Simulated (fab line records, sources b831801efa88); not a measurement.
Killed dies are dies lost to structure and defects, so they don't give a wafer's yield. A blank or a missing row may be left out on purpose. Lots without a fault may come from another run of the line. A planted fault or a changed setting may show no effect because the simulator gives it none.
A struck lot beside a sound one | flow gf180mcu | 19 steps out of a route of 602
Sound: wafers L895.2, L895.3, L895.5. Struck: wafer L908.3. (L908.1, L908.5 of the same lot were not struck and are left out.) The cause comes at the end.
At each step with rows: each side's tool, then ch and its chambers, then its first start. Under that, the readings that differ: sound wafers | struck wafers | difference of the means | sigmas: that difference in standard deviations of wafers without a fault.
alike: readings whose means differ by less than 2 such deviations, and words and numbers that are the same on both sides. not compared: withheld readings, readings that some wafer has no value for, bounds like >300 that may hide the same value, and numbers for which the record gives no deviation and whose values overlap.
The two part at a step that has a row with sigmas, a row that says differs or no value, or rows on one side only. Numbers that don't overlap but have no deviation are shown without sigmas and don't part them. A reading that every wafer of one side lacks parts them only if that side has two wafers or more.

first, 3 steps without rows for these wafers: GF_MIM_EXPOSE_16 (exposes mask FuseTop, target cd 2000 nm); GF_MIM_PEB_17; GF_MIM_DEVELOP_18 (develop time 60 s).
GF_MIM_METAL_ETCH_19: etches the open film in Cl2/BCl3, stops on Si3N4, target depth 324.5 nm, time 54.1 s.
  sound on rie_metal-02 ch 0, day 26 22:44; struck on rie_metal-04 ch 1, day 30 13:37
  reading                     | sound                | struck | difference | sigmas
  drypump_motor_current_A (A) | 5.73 5.72 5.72       | 5.00   | -0.72      | -3
  throttle_valve_pct (%)      | 28.292 28.307 28.295 | 28.274 | -0.024     | -2
  alike: oes_product_au
  not compared: rf_hours_counter_h
GF_MIM_STRIP_20: strips in O2/N2.
  sound on plasma_asher-04 ch 0,1, day 26 22:51; struck on plasma_asher-04 ch 0, day 30 13:41
  alike: drypump_motor_current_A, heater_power_w, oes_product_au, strip_time_to_endpoint_s
  not compared: rf_hours_counter_h
then, 7 steps without rows for these wafers: GF_MIM_STRIP_21 (strips in post etch residue remover, time 1200 s); GF_MIM_CLEAN_22 (cleans in DIW); GF_M5_DEHYDRATE_00 (time 60 s); GF_M5_HMDS_01 (prime time 60 s); GF_M5_COAT_02 (resist thk 1000 nm); GF_M5_SOFTBAKE_03 (time 60 s); GF_M5_EXPOSE_04 (exposes mask Metal5, target cd 280 nm).
GF_M5_PEB_05: peb time 90 s.
  sound on litho_track-02 ch 0, day 27 18:20; struck on litho_track-01 ch 0, day 31 07:43
  alike: chill_plate_temp_C, exhaust_pa
then, 1 step without rows for these wafers: GF_M5_DEVELOP_06 (develop time 60 s).
GF_M5_CD_MEAS_07: target cd 280 nm.
  sound on cd_sem-01, day 27 18:40; struck on cd_sem-01, day 31 08:04
  reading    | sound             | struck | difference | sigmas
  cd_nm (nm) | 281.7 281.6 281.7 | 276.4  | -5.3       | -4
GF_M5_OVL_MEAS_08:
  sound on overlay-01, day 27 18:46; struck on overlay-01, day 31 08:11
  reading     | sound | struck | difference | sigmas
  M5_OVL (nm) | 4 9 5 | -9     | -15        | -3
GF_M5_ETCH_09: etches Si3N4 in CF4/O2, target depth 52 nm, time 11.6 s.
  sound on rie_diel-02 ch 1,2,3, day 27 18:48; struck on rie_diel-02 ch 2, day 31 08:13
  reading             | sound           | struck | difference | sigmas
  model.M5.cd_nm (nm) | 281.5 282 281.5 | 276.7  | -5.0       |
  alike: drypump_motor_current_A, oes_product_au, throttle_valve_pct
  not compared: rf_hours_counter_h
GF_M5_METAL_ETCH_10: etches the open film in Cl2/BCl3, stops on SiO2, target depth 750.8 nm, time 125.1 s.
  sound on rie_metal-03 ch 0, day 27 18:52; struck on rie_metal-03 ch 1, day 31 08:14
  alike: drypump_motor_current_A, oes_product_au, throttle_valve_pct
  not compared: rf_hours_counter_h
-- the record jumps here: 2 days lie between the struck wafers' starts before and after (it left off in module M5 and takes up again in module PASSIVATION, whose first step shown is number 602 of the route) --
GF_PASSIVATION_PROBE_99:
  the record has rows for the struck wafers here (prober-01, day 33 16:03) and none for the sound ones

WHERE THEY PART
First at GF_MIM_METAL_ETCH_19; last, within this record, at GF_PASSIVATION_PROBE_99.

WHY: what the simulator had put in
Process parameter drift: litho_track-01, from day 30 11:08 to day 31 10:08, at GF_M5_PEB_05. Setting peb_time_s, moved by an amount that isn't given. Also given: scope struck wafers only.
